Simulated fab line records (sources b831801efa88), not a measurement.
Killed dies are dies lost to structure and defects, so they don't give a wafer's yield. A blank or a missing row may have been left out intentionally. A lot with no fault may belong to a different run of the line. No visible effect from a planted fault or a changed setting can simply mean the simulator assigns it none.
Matching of chambers	flow sky130	SKY_VIA1_CMP_02 on cmp-02 has 4 sister chambers
The step polishes SiO2. 4 wafers are shown with their chamber, then 12 later ones without.

## WAFERS, EACH WITH ITS CHAMBER
wafer	chamber	motor-current-A (A)
L085.1	2	12.6
L086.2	3	14.1
L086.3	1	10.7
L086.5	0	12.2

## WAFERS WHOSE CHAMBER IS MISSING
wafer	motor-current-A (A)
L087.2	12.5
L087.4	10.7
L087.6	10.9
L092.3	10.9
L092.5	10.5
L092.6	12.1
L093.1	12.7
L093.3	13.1
L093.6	13.8
L094.3	11.9
L094.4	13.0
L094.6	11.9

## EACH ONE'S CHAMBER
wafer	from the rows above	in truth
L087.2	can't be placed: 2 or 0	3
L087.4	1	1
L087.6	1	1
L092.3	1	1
L092.5	1	1
L092.6	can't be placed: 0 or 2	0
L093.1	can't be placed: 2 or 0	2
L093.3	can't be placed: 2 or 0 or 3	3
L093.6	3	3
L094.3	can't be placed: 0 or 2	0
L094.4	can't be placed: 2 or 0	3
L094.6	can't be placed: 0 or 2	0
5 of 12 placed correctly. Can't be placed from these rows: 7 (the true chamber is among the candidates in 5). Placed wrongly: 0.
How it was worked out, from the rows above alone: a wafer's distance from a chamber is the root of the sum, over the readings, of the square of ((its reading less the chamber's mean) divided by the reading's scatter). The wafer belongs to the nearest chamber; if the next one is less than 2 further off, it can't be placed. For every chamber, the mean is computed from those of its wafers that are shown. The scatter: with one shown wafer a chamber, the root of the mean of the squares of how far each hidden wafer lies from its nearest shown one.
